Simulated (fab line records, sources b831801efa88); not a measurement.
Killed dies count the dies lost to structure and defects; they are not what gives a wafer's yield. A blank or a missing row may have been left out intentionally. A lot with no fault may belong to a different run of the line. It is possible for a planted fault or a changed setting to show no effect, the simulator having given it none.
fab line records + flow sky130
record:
- lots: 12
- wafers: 36
- lastDay: 50
route steps=708 shown NWELL@65 VT_ADJUST_HVTP@93
lots untouched by any fault: they come from a run of this same line in which no faults occurred
startH: hours from the record's opening day to when the first of the lot's shown wafers began + waitH: how many hours have passed since the lot's step before this one + " the same as in the row above + L1.1+2: several wafers, shown together as one row + - no value present, or no start provided + * or withheld: withheld + < > ~ a bound
route shown NAME@n: a module of which the file shows steps, and the number in the route of the first + usual: the fault-free wafers' mean and standard deviation + same: alike in all rows + chamber/n: place in a boat + sites: the reading at each site + _std_site: how widely they spread, as a standard deviation + _edge_site: the outer-site mean with the inner-site mean subtracted + radiusMm: for every site, how far away it sits from the centre of the wafer + mask NAME#n: copy n + behind: tool/chamber where the wafer was last shaped + hold: the reason the lot was held/the length of the hold in hours/how it ended + device: the transistor (n, p or np) that didn't switch + end of line: at the end of the route, the tests of the same wafers + a step given without rows: its recipe and nothing more + killed: dies that structure and defects cost at the first sort, which is not the same as the wafer's yield + map: a wafer's dies, x killed, . not, _ none there
set.NAME: the setting that was run; set.NAME@STEP: the one run at that earlier step + model.NAME: the simulator's own value behind a step, which no gauge read
route steps across a sampled set of lots; one table per step, one row per wafer
services: a tool's chamber out of use, with start hour (startH, from the record's first day; less than 0 if before it), hours out, and reason
== steps ==
step: SKY_NWELL_IMPLANT_12
recipe:
- species: P
- energyKev: 120
- doseCm2: 1.3e+12
- tiltDeg: withheld
| lot.wafer  | tool         | chamber | startH | waitH |
|------------|--------------|---------|--------|-------|
| L901.1+3+4 | implanter-01 | 0       | 97.37  | 0.1   |
| L902.1+2+6 | implanter-03 | 0       | 105.11 | 0.1   |
| L903.4+5+6 | implanter-01 | 0       | 111.43 | 0.1   |
| L904.1+3+6 | implanter-04 | 0       | 115.15 | 0.1   |
| L905.2+5+6 | implanter-01 | 0       | 122.64 | 0.1   |
| L905.2+5+6 | implanter-01 | 0       | 122.96 | 0.3   |
| L911.1+4+6 | implanter-03 | 0       | 157.40 | 0.1   |
| L911.1+4+6 | implanter-03 | 0       | 157.72 | 0.3   |
| L913.1+3+4 | implanter-04 | 0       | 176.20 | 0.1   |
| L913.1+3+4 | implanter-04 | 0       | 176.52 | 0.3   |
| L915.2+4+6 | implanter-03 | 0       | 180.83 | 0.1   |
| L916.1+4+5 | implanter-03 | 0       | 185.55 | 0.1   |
| L919.3+4+6 | implanter-04 | 0       | 204.71 | 0.1   |
| L920.2+3+6 | implanter-01 | 0       | 211.34 | 0.1   |
| L921.2+4+6 | implanter-04 | 0       | 213.83 | 0.1   |
step: SKY_NWELL_RTA_28
recipe:
- tempC: 1050
- timeS: 30
- idleTempC: 650
- rampUpCPerS: 150
- rampDownCPerS: 90
- ambient: N2
usual:
- annealTempCMax: 1056.7/2.5
- lampPowerPct: 25.31/0.052
- rampUpCPerS: 150.00/0.028
- wafer_temp_C_max: 1055.0/1
| lot.wafer | tool         | chamber | startH | waitH | annealTempCMax | lampPowerPct | rampUpCPerS | wafer_temp_C_max |
|-----------|--------------|---------|--------|-------|----------------|--------------|-------------|------------------|
| L901.1    | rtpAnneal-02 | 0       | 116.09 | 0.0   | 1055.4         | 25.23        | 150.02      | 1055.6           |
| L901.3    | "            | 0       | "      | "     | 1054.5         | 25.22        | 149.99      | 1056.3           |
| L901.4    | "            | 0       | "      | "     | 1054.0         | 25.30        | 149.98      | 1055.3           |
| L902.1    | rtpAnneal-01 | 0       | 123.87 | 0.0   | 1057.8         | 25.30        | 149.97      | 1055.4           |
| L902.2    | "            | 0       | "      | "     | 1060.0         | 25.37        | 150.03      | 1055.0           |
| L902.6    | "            | 0       | "      | "     | 1057.8         | 25.18        | 150.02      | 1055.5           |
| L903.4    | rtpAnneal-02 | 0       | 131.06 | 0.1   | 1054.0         | 25.26        | 150.00      | 1055.3           |
| L903.5    | "            | 0       | "      | "     | 1054.1         | 25.30        | 150.00      | 1056.6           |
| L903.6    | "            | 0       | "      | "     | 1054.0         | 25.27        | 150.00      | 1053.9           |
| L904.1    | rtpAnneal-02 | 0       | 134.31 | 0.0   | 1052.6         | 25.30        | 150.03      | 1055.1           |
| L904.3    | "            | 0       | "      | "     | 1054.3         | 25.36        | 150.03      | 1054.2           |
| L904.6    | "            | 0       | "      | "     | 1053.3         | 25.37        | 149.98      | 1054.9           |
| L905.2    | rtpAnneal-01 | 0       | 143.00 | 0.0   | 1059.9         | 25.23        | 150.02      | 1053.3           |
| L905.5    | "            | 0       | "      | "     | 1058.2         | 25.33        | 149.96      | 1056.9           |
| L905.6    | "            | 0       | "      | "     | 1060.2         | 25.34        | 149.97      | 1055.5           |
| L911.1    | rtpAnneal-02 | 0       | 179.03 | 0.0   | 1054.5         | 25.25        | 149.96      | 1056.2           |
| L911.4    | "            | 0       | "      | "     | 1055.0         | 25.34        | 150.01      | 1053.3           |
| L911.6    | "            | 0       | "      | "     | 1054.8         | 25.30        | 150.01      | 1054.5           |
| L913.1    | rtpAnneal-02 | 0       | 195.51 | 0.0   | 1054.1         | 25.27        | 150.01      | 1055.3           |
| L913.3    | "            | 0       | "      | "     | 1054.3         | 25.30        | 149.99      | 1055.8           |
| L913.4    | "            | 0       | "      | "     | 1056.5         | 25.31        | 149.93      | 1055.1           |
| L915.2    | rtpAnneal-01 | 0       | 202.15 | 0.0   | 1063.1         | 25.39        | 149.99      | 1056.3           |
| L915.4    | "            | 0       | "      | "     | 1059.8         | 25.27        | 150.05      | 1054.6           |
| L915.6    | "            | 0       | "      | "     | 1058.0         | 25.28        | 150.01      | 1054.5           |
| L916.1    | rtpAnneal-01 | 0       | 208.18 | 0.0   | 1057.8         | 25.31        | 150.04      | 1055.5           |
| L916.4    | "            | 0       | "      | "     | 1061.5         | 25.34        | 149.97      | 1055.0           |
| L916.5    | "            | 0       | "      | "     | 1056.0         | 25.33        | 150.07      | 1053.5           |
| L919.3    | rtpAnneal-01 | 0       | 227.11 | 0.0   | 1058.1         | 25.29        | 150.01      | 1055.2           |
| L919.4    | "            | 0       | "      | "     | 1056.9         | 25.34        | 150.02      | 1057.0           |
| L919.6    | "            | 0       | "      | "     | 1057.1         | 25.23        | 149.97      | 1053.4           |
| L920.2    | rtpAnneal-02 | 0       | 235.00 | 0.0   | 1054.8         | 25.31        | 149.95      | 1054.2           |
| L920.3    | "            | 0       | "      | "     | 1054.4         | 25.27        | 150.01      | 1054.0           |
| L920.6    | "            | 0       | "      | "     | 1054.7         | 25.27        | 150.00      | 1055.8           |
| L921.2    | rtpAnneal-01 | 0       | 237.03 | 0.0   | 1057.9         | 25.33        | 150.01      | 1053.4           |
| L921.4    | "            | 0       | "      | "     | 1062.5         | 25.31        | 150.00      | 1055.5           |
| L921.6    | "            | 0       | "      | "     | 1060.4         | 25.25        | 149.98      | 1056.4           |
step: SKY_NWELL_RS_MEAS_29
recipe:
- thkMeasGauge: four-point-probe
usual:
- NWELL_RS: 625.1/1.6
| lot.wafer | tool         | chamber | startH | waitH | NWELL_RS[ohm/sq] |
|-----------|--------------|---------|--------|-------|------------------|
| L901.1    | filmMetro-03 | -       | 116.19 | 0.1   | 624.0            |
| L901.3    | "            | -       | "      | "     | 623.8            |
| L901.4    | "            | -       | "      | "     | 620.3            |
| L902.1    | filmMetro-03 | -       | 123.97 | 0.1   | 625.5            |
| L902.2    | "            | -       | "      | "     | 624.5            |
| L902.6    | "            | -       | "      | "     | 626.7            |
| L903.4    | filmMetro-01 | -       | 131.17 | 0.1   | 625.0            |
| L903.5    | "            | -       | "      | "     | 625.6            |
| L903.6    | "            | -       | "      | "     | 626.3            |
| L904.1    | filmMetro-01 | -       | 134.41 | 0.1   | 624.4            |
| L904.3    | "            | -       | "      | "     | 625.4            |
| L904.6    | "            | -       | "      | "     | 624.3            |
| L905.2    | filmMetro-01 | -       | 143.10 | 0.1   | 594.5            |
| L905.5    | "            | -       | "      | "     | 593.6            |
| L905.6    | "            | -       | "      | "     | 594.5            |
| L911.1    | filmMetro-01 | -       | 179.13 | 0.1   | 595.9            |
| L911.4    | "            | -       | "      | "     | 597.0            |
| L911.6    | "            | -       | "      | "     | 596.4            |
| L913.1    | filmMetro-01 | -       | 195.61 | 0.1   | 593.8            |
| L913.3    | "            | -       | "      | "     | 594.0            |
| L913.4    | "            | -       | "      | "     | 595.4            |
| L915.2    | filmMetro-01 | -       | 202.25 | 0.1   | 622.8            |
| L915.4    | "            | -       | "      | "     | 623.8            |
| L915.6    | "            | -       | "      | "     | 624.7            |
| L916.1    | filmMetro-01 | -       | 208.28 | 0.1   | 624.0            |
| L916.4    | "            | -       | "      | "     | 624.0            |
| L916.5    | "            | -       | "      | "     | 622.7            |
| L919.3    | filmMetro-01 | -       | 227.21 | 0.1   | 622.0            |
| L919.4    | "            | -       | "      | "     | 623.4            |
| L919.6    | "            | -       | "      | "     | 622.1            |
| L920.2    | filmMetro-01 | -       | 235.11 | 0.1   | 626.7            |
| L920.3    | "            | -       | "      | "     | 624.0            |
| L920.6    | "            | -       | "      | "     | 625.1            |
| L921.2    | filmMetro-03 | -       | 237.13 | 0.1   | 624.1            |
| L921.4    | "            | -       | "      | "     | 624.8            |
| L921.6    | "            | -       | "      | "     | 627.0            |
step: SKY_VT_ADJUST_HVTP_OVL_MEAS_08
usual:
- VT_ADJUST_HVTP_OVL: -0.5/1.5
| lot.wafer | tool       | chamber | startH | waitH | VT_ADJUST_HVTP_OVL[nm] |
|-----------|------------|---------|--------|-------|------------------------|
| L901.1    | overlay-02 | -       | 135.59 | 0.1   | -1.4                   |
| L901.3    | "          | -       | "      | "     | -0.4                   |
| L901.4    | "          | -       | "      | "     | 0.0                    |
| L902.1    | overlay-02 | -       | 143.64 | 0.1   | -0.5                   |
| L902.2    | "          | -       | "      | "     | 2.0                    |
| L902.6    | "          | -       | "      | "     | 1.7                    |
| L903.4    | overlay-02 | -       | 151.23 | 0.1   | 1.9                    |
| L903.5    | "          | -       | "      | "     | 1.0                    |
| L903.6    | "          | -       | "      | "     | 0.2                    |
| L904.1    | overlay-02 | -       | 154.04 | 0.1   | 0.2                    |
| L904.3    | "          | -       | "      | "     | -0.1                   |
| L904.6    | "          | -       | "      | "     | -0.7                   |
| L905.2    | overlay-01 | -       | 164.09 | 0.1   | 0.0                    |
| L905.5    | "          | -       | "      | "     | -1.0                   |
| L905.6    | "          | -       | "      | "     | -0.2                   |
| L911.1    | overlay-02 | -       | 198.29 | 0.1   | -1.3                   |
| L911.4    | "          | -       | "      | "     | -1.7                   |
| L911.6    | "          | -       | "      | "     | -0.9                   |
| L913.1    | overlay-01 | -       | 219.14 | 0.1   | 0.0                    |
| L913.3    | "          | -       | "      | "     | 0.1                    |
| L913.4    | "          | -       | "      | "     | 1.1                    |
| L915.2    | overlay-02 | -       | 224.66 | 0.1   | 0.3                    |
| L915.4    | "          | -       | "      | "     | 1.3                    |
| L915.6    | "          | -       | "      | "     | 0.9                    |
| L916.1    | overlay-02 | -       | 230.96 | 0.1   | -1.0                   |
| L916.4    | "          | -       | "      | "     | -0.1                   |
| L916.5    | "          | -       | "      | "     | -1.3                   |
| L919.3    | overlay-01 | -       | 250.50 | 0.1   | -1.2                   |
| L919.4    | "          | -       | "      | "     | 0.5                    |
| L919.6    | "          | -       | "      | "     | -0.8                   |
| L920.2    | overlay-01 | -       | 259.24 | 0.1   | -1.3                   |
| L920.3    | "          | -       | "      | "     | -0.7                   |
| L920.6    | "          | -       | "      | "     | -1.4                   |
| L921.2    | overlay-01 | -       | 261.46 | 0.1   | -4.6                   |
| L921.4    | "          | -       | "      | "     | -3.2                   |
| L921.6    | "          | -       | "      | "     | -3.5                   |
step: SKY_VT_ADJUST_HVTP_STRIP_10
recipe:
- chemistry: O2/N2
- powerW: 1400
- pressureMtorr: 1500
- platenTempC: withheld
- o2FlowSccm: 3000
- n2FlowSccm: 300
- overashFraction: 0.5
usual:
- drypumpMotorCurrentA: 5.5/0.36
- n2FlowSccm: 299.9/0.98
- oesProductAu: 0.715/0.0046
- stripTimeToEndpointS: 14.17/0.037
| lot.wafer | tool           | chamber | startH | waitH | drypumpMotorCurrentA | n2FlowSccm | oesProductAu | rfHoursCounterH | stripTimeToEndpointS |
|-----------|----------------|---------|--------|-------|----------------------|------------|--------------|-----------------|----------------------|
| L901.1    | plasmaAsher-02 | 0       | 135.77 | 0.1   | 5.2                  | 300.2      | 0.709        | 44              | 14.19                |
| L901.3    | "              | 1       | "      | "     | 5.9                  | 300.7      | 0.710        | -               | 14.16                |
| L901.4    | "              | 0       | "      | "     | 5.2                  | 301.2      | 0.712        | -               | 14.19                |
| L902.1    | plasmaAsher-04 | 0       | 143.82 | 0.1   | 5.1                  | 299.4      | 0.715        | 33              | 14.15                |
| L902.2    | "              | 1       | "      | "     | 5.7                  | 299.6      | 0.715        | 33              | 14.12                |
| L902.6    | "              | 0       | "      | "     | 5.1                  | 298.9      | 0.715        | -               | 14.18                |
| L903.4    | plasmaAsher-02 | 1       | 151.43 | 0.1   | 5.9                  | 301.4      | 0.718        | -               | 14.11                |
| L903.5    | "              | 1       | "      | "     | 5.9                  | 300.5      | 0.714        | -               | 14.18                |
| L903.6    | "              | 0       | "      | "     | 5.1                  | 298.1      | 0.703        | -               | 14.19                |
| L904.1    | plasmaAsher-03 | 1       | 154.22 | 0.1   | 6.0                  | 299.3      | 0.717        | 4               | 14.19                |
| L904.3    | "              | 1       | "      | "     | 6.0                  | 298.8      | 0.716        | -               | 14.24                |
| L904.6    | "              | 1       | "      | "     | 6.0                  | 299.8      | 0.709        | -               | 14.19                |
| L905.2    | plasmaAsher-02 | 0       | 164.27 | 0.1   | 5.1                  | 300.6      | 0.715        | 47              | 14.09                |
| L905.5    | "              | 0       | "      | "     | 5.2                  | 299.8      | 0.721        | -               | 14.11                |
| L905.6    | "              | 1       | "      | "     | 5.9                  | 299.0      | 0.709        | -               | 14.12                |
| L911.1    | plasmaAsher-04 | 1       | 198.47 | 0.1   | 5.6                  | 299.0      | 0.709        | 39              | 14.23                |
| L911.4    | "              | 1       | "      | "     | 5.6                  | 299.2      | 0.711        | -               | 14.25                |
| L911.6    | "              | 1       | "      | "     | 5.6                  | 298.3      | 0.713        | -               | 14.22                |
| L913.1    | plasmaAsher-04 | 0       | 219.32 | 0.1   | 5.1                  | 299.6      | 0.711        | 41              | 14.16                |
| L913.3    | "              | 0       | "      | "     | 5.1                  | 298.7      | 0.713        | -               | 14.13                |
| L913.4    | "              | 1       | "      | "     | 5.7                  | 298.5      | 0.710        | -               | 14.18                |
| L915.2    | plasmaAsher-04 | 1       | 224.84 | 0.1   | 5.6                  | 297.7      | 0.712        | 42              | 14.20                |
| L915.4    | "              | 0       | "      | "     | 5.1                  | 300.5      | 0.711        | -               | 14.20                |
| L915.6    | "              | 0       | "      | "     | 5.1                  | 301.2      | 0.714        | -               | 14.18                |
| L916.1    | plasmaAsher-03 | 0       | 231.14 | 0.1   | 5.7                  | 300.7      | 0.715        | 11              | 14.15                |
| L916.4    | "              | 1       | "      | "     | 6.1                  | 300.4      | 0.712        | -               | 14.15                |
| L916.5    | "              | 1       | "      | "     | 6.1                  | 298.9      | 0.715        | -               | 14.16                |
| L919.3    | plasmaAsher-03 | 1       | 250.71 | 0.1   | 6.1                  | 298.9      | 0.707        | -               | 14.14                |
| L919.4    | "              | 0       | "      | "     | 5.7                  | 300.0      | 0.723        | -               | 14.13                |
| L919.6    | "              | 0       | "      | "     | 5.7                  | 299.6      | 0.710        | -               | 14.17                |
| L920.2    | plasmaAsher-02 | 0       | 259.42 | 0.1   | 5.1                  | 300.4      | 0.714        | 57              | 14.14                |
| L920.3    | "              | 1       | "      | "     | 5.9                  | 299.3      | 0.709        | -               | 14.23                |
| L920.6    | "              | 1       | "      | "     | 5.9                  | 300.4      | 0.721        | -               | 14.18                |
| L921.2    | plasmaAsher-02 | 0       | 261.64 | 0.1   | 5.1                  | 301.6      | 0.715        | 57              | 14.16                |
| L921.4    | "              | 1       | "      | "     | 5.9                  | 298.9      | 0.719        | -               | 14.20                |
| L921.6    | "              | 0       | "      | "     | 5.1                  | 300.1      | 0.715        | -               | 14.17                |
== services ==
| tool           | chamber | startH | hours | kind      |
|----------------|---------|--------|-------|-----------|
| implanter-04   | -       | 85.88  | 1.2   | repair    |
| plasmaAsher-04 | -       | 88.64  | 0.7   | repair    |
| plasmaAsher-03 | -       | 104.93 | 4.3   | pm        |
| plasmaAsher-03 | -       | 109.26 | 9.0   | pm        |
| plasmaAsher-03 | 0       | 109.26 | 9.0   | ventCycle |
| plasmaAsher-03 | 1       | 109.26 | 9.0   | ventCycle |
| plasmaAsher-03 | 0       | 118.26 | -     | clean     |
| plasmaAsher-03 | 1       | 118.26 | -     | clean     |
| plasmaAsher-02 | -       | 123.66 | 3.7   | repair    |
| implanter-01   | -       | 127.46 | 2.6   | pm        |
| implanter-04   | -       | 134.91 | 4.1   | repair    |
| plasmaAsher-03 | -       | 161.29 | 8.1   | repair    |
| implanter-04   | -       | 170.52 | 3.4   | repair    |
| implanter-03   | -       | 181.10 | 3.9   | pm        |
| plasmaAsher-02 | -       | 197.02 | 3.7   | repair    |
| plasmaAsher-04 | -       | 210.57 | 2.8   | pm        |
| implanter-01   | -       | 213.21 | 3.8   | repair    |
| plasmaAsher-02 | -       | 219.82 | 1.9   | repair    |
| implanter-03   | -       | 230.54 | 2.4   | pm        |
| implanter-04   | -       | 234.87 | 3.2   | pm        |
| implanter-03   | -       | 254.38 | 1.3   | repair    |
== key ==
firstSign:
- step: SKY_NWELL_IMPLANT_12
- reading: visit
- direction: added
effect:
- step: SKY_NWELL_RS_MEAS_29
- reading: NWELL_RS
- direction: down
- sigmas: 19
- usual: 625.1
- struck: 595.0
metAt SKY_NWELL_IMPLANT_12
struckLots L905,L911,L913
testerLeftOut L905,L911,L913
notActingAt SKY_NWELL_RTA_28,SKY_VT_ADJUST_HVTP_OVL_MEAS_08,SKY_VT_ADJUST_HVTP_STRIP_10
fault:
- kind: repeatedStepWhole
- tool: implanter-01,implanter-03,implanter-04
- chamber: -
- onsetH: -
- steps: SKY_NWELL_IMPLANT_12
- times: 1
- scope: struckLotsOnly
testerLeftOut: of these lots the tester's yield and bins aren't shown, on N5 and GAA mostly nor the transistor test; their killed dies are dies lost to structure and defects alone, not to doping, threshold or leakage, so they don't give the yield
